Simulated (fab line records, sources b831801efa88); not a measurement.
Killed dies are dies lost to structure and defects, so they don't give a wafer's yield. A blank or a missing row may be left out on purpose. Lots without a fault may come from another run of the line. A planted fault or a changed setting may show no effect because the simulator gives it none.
A struck lot beside a sound one | flow sky130 | 34 steps out of a route of 708
Sound: wafers L240.2, L240.3, L240.4. Struck: wafers L233.1, L233.2, L233.3. The cause comes at the end.
At each step with rows: each side's tool, then ch and its chambers, then its first start. Under that, the readings that differ: sound wafers | struck wafers | difference of the means | sigmas: that difference in standard deviations of wafers without a fault.
alike: readings whose means differ by less than 2 such deviations, and words and numbers that are the same on both sides. not compared: withheld readings, readings that some wafer has no value for, bounds like >300 that may hide the same value, and numbers for which the record gives no deviation and whose values overlap.
The two part at a step that has a row with sigmas, a row that says differs or no value, or rows on one side only. Numbers that don't overlap but have no deviation are shown without sigmas and don't part them. A reading that every wafer of one side lacks parts them only if that side has two wafers or more.

first, 7 steps without rows for these wafers: SKY_SONOS_TUNNEL_DEVELOP_06 (develop time 60 s); SKY_SONOS_TUNNEL_IMPLANT_09; SKY_SONOS_TUNNEL_WET_ETCH_10 (etches SiO2 in dHF, target depth 14 nm, time 280 s); SKY_SONOS_TUNNEL_STRIP_11 (strips in SPM, time 600 s); SKY_SONOS_TUNNEL_CLEAN_13 (cleans in dHF, time 20 s); SKY_SONOS_ONO_OXIDATION_00 (stabilise 600 s, purge 300 s, target thk 2.6 nm); SKY_SONOS_ONO_CVD_02 (deposits Si3N4 from DCS/NH3, target thk 10.5 nm, time 180 s).
SKY_SONOS_ONO_CVD_04: deposits SiO2 from SiH4/N2O, target thk 5.7199 nm.
  sound on lpcvd-03 ch 0, day 17 09:21; struck on lpcvd-03 ch 0, day 14 19:51
  reading                                    | sound             | struck            | difference | sigmas
  spike_tc_bottom_C (C)                      | 918.7 919.9 918.8 | 912.5 911.5 911.1 | -7.4       | -7
  spike_tc_centre_C (C)                      | 900.0 899.8 901.2 | 894.9 895.6 896.4 | -4.7       | -5
  spike_tc_lower_C (C)                       | 898.8 899.1 900.0 | 941.1 940.7 942.1 | +42.0      | +35
  zone_power_bottom_pct (%)                  | 28.1 27.5 27.5    | 21.1 21.3 21.3    | -6.5       | -8
  zone_power_centre_pct (%)                  | 19.3 19.3 19.5    | 11.4 11.2 11.3    | -8.1       | -3
  zone_power_lower_pct (%)                   | 16.4 16.6 16.6    | 32.3 31.8 32.6    | +15.7      | +19
  model.SiO2_of_SONOS_ONO_CVD_04.thk_nm (nm) | 5.711 5.764 5.836 | 7.164 6.812 6.511 | +1.059     |
  alike: susceptor_temp_C
SKY_SONOS_ONO_THK_MEAS_05:
  sound on film_metro-02, day 17 10:37; struck on film_metro-02, day 14 21:43
  reading                   | sound          | struck         | difference | sigmas
  SONOS_ONO_CVD_04_THK (nm) | 5.64 5.74 5.84 | 7.14 6.84 6.55 | +1.10      | +11
then, 23 steps without rows for these wafers: SKY_SONOS_ONO_DEHYDRATE_06 (time 60 s); SKY_SONOS_ONO_HMDS_07 (prime time 60 s); SKY_SONOS_ONO_COAT_08 (resist thk 1140 nm); SKY_SONOS_ONO_SOFTBAKE_09 (time 60 s); SKY_SONOS_ONO_EXPOSE_10 (exposes mask ONOM, target cd 410 nm); SKY_SONOS_ONO_PEB_11; SKY_SONOS_ONO_DEVELOP_12 (develop time 60 s); SKY_SONOS_ONO_ETCH_15 (etches the open film in CHF3/O2, target depth 19.52 nm, time 7.8 s); SKY_SONOS_ONO_WET_ETCH_16 (etches SiO2 in dHF, target depth 14 nm, time 280 s); SKY_SONOS_ONO_STRIP_17 (strips in O2/N2); SKY_SONOS_ONO_WET_ETCH_18 (etches Si3N4 in H3PO4, target depth 15 nm, time 172 s); SKY_GATE_OXIDE_CLEAN_00 (cleans in SC1/SC2, time 150 s); SKY_GATE_OXIDE_OXIDATION_01 (stabilise 600 s, purge 300 s, target thk 10.268 nm); SKY_GATE_OXIDE_DEHYDRATE_03 (time 60 s); SKY_GATE_OXIDE_HMDS_04 (prime time 60 s); SKY_GATE_OXIDE_COAT_05 (resist thk 1140 nm); SKY_GATE_OXIDE_SOFTBAKE_06 (time 60 s); SKY_GATE_OXIDE_EXPOSE_07 (exposes mask LVOM, target cd 600 nm); SKY_GATE_OXIDE_PEB_08; SKY_GATE_OXIDE_DEVELOP_09 (develop time 60 s); SKY_GATE_OXIDE_IMPLANT_11; SKY_GATE_OXIDE_WET_ETCH_12 (etches SiO2 in dHF, target depth 16.8 nm, time 336 s); SKY_GATE_OXIDE_STRIP_13 (strips in O2/N2).
-- the record jumps here: 2 days lie between the struck wafers' starts before and after --
SKY_GATE_OXIDE_CLEAN_15: cleans in SC1/SC2, time 150 s.
  sound on wet_bench-01 ch 0, day 20 01:47; struck on wet_bench-02 ch 0, day 17 07:52
  reading                                    | sound             | struck            | difference | sigmas
  model.SiO2_of_SONOS_ONO_CVD_04.thk_nm (nm) | 4.187 4.237 4.313 | 5.656 5.299 5.004 | +1.074     |
-- the record jumps here: 31 days lie between the struck wafers' starts before and after (it left off in module GATE_OXIDE and takes up again in module PAD_OPEN, whose first step shown is number 708 of the route) --
SKY_PAD_OPEN_PROBE_99:
  sound on prober-02, day 49 20:36; struck on prober-01, day 48 04:34
  reading                                     | sound               | struck              | difference | sigmas
  model.etest.sonos_erased.drive_ua_um        | 175.8 165 180.2     | 87.98 119 146.2     | -55.94     |
  model.etest.sonos_uncharged.r_on_ohm_um     | 804.3 799.6 805.9   | 877.3 861.7 832.3   | +53.8      |
  model.etest.sonos_programmed.off_log10_a_um | -13.76 -14.06 -13.9 | -8.73 -11.47 -13.58 | +2.65      |
  model.etest.cap_ono.gate_bv_v (V)           | 16.68 16.82 16.79   | 18.42 17.39 17.63   | +1.05      |
  model.etest.cap_ono.tox_acc_nm (nm)         | 12.91 13.02 13.01   | 14.58 14.06 13.71   | +1.14      |
  model.etest.sonos_programmed.vt_v (V)       | 1.424 1.392 1.392   | 0.4428 0.7422 1.042 | -0.6603    |
  model.etest.sonos_erased.vt_v (V)           | -2.261 -2.197 -2.25 | -1.3 -1.615 -1.855  | +0.6       |
  alike: killed_at_M0_to_M3, killed_at_M4_up, killed_at_contacts, killed_at_front_end, killed_at_other, killed_dies, killed_open, killed_short
  not compared: model.etest.cap_ono.gate_log10_a_cm2

WHERE THEY PART
First at SKY_SONOS_ONO_CVD_04; last, within this record, at SKY_SONOS_ONO_THK_MEAS_05. Later steps at which nothing parts them and some readings are alike: SKY_PAD_OPEN_PROBE_99.

WHY: what the simulator had put in
Process parameter drift: lpcvd-03, from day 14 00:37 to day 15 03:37, at SKY_SONOS_ONO_CVD_04. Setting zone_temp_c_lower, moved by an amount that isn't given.
